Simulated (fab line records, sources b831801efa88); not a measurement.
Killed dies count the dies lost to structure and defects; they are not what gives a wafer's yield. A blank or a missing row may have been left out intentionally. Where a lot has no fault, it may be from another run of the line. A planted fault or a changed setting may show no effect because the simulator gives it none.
Chamber matching -- flow gf180mcu -- rie_si-02 running GF_POLY_GATE_ETCH_13: 4 sister chambers
The step etches poly-Si in HBr/Cl2, stops on SiO2, target depth 198.5 nm, time 69.6 s. 4 wafers are shown with their chamber, then 8 later ones without.

WAFERS PAIRED WITH THEIR CHAMBERS
wafer,chamber,drypump_motor_current_A (A)
L703.4,1,5.3
L705.2,0,5.8
L705.6,2,6.0
L707.3,3,6.5

WAFERS WHOSE CHAMBER IS MISSING
wafer,drypump_motor_current_A (A)
L707.4,5.3
L707.5,6.5
L717.1,5.3
L717.3,5.8
L717.6,6.0
L719.1,6.5
L719.2,5.2
L719.5,5.2

CHAMBER TAKEN BY EACH
wafer,from the rows above,in truth
L707.4,1,1
L707.5,3,3
L717.1,1,1
L717.3,0,0
L717.6,2,2
L719.1,3,3
L719.2,1,1
L719.5,1,1
Correctly placed: 8 of 8. From these rows, 0 cannot be placed. Wrongly placed: 0.
How it was worked out, from the rows above alone: a wafer's distance from a chamber is the root of the sum, over the readings, of the square of ((its reading less the chamber's mean) divided by the reading's scatter). If the next closest chamber is less than 2 further off than the closest, the wafer can't be placed; otherwise it belongs to the closest. A chamber's mean is the mean of its shown wafers. The scatter (one wafer shown for each chamber): square how far every hidden wafer sits from the nearest shown wafer, average those squares and take the square root.
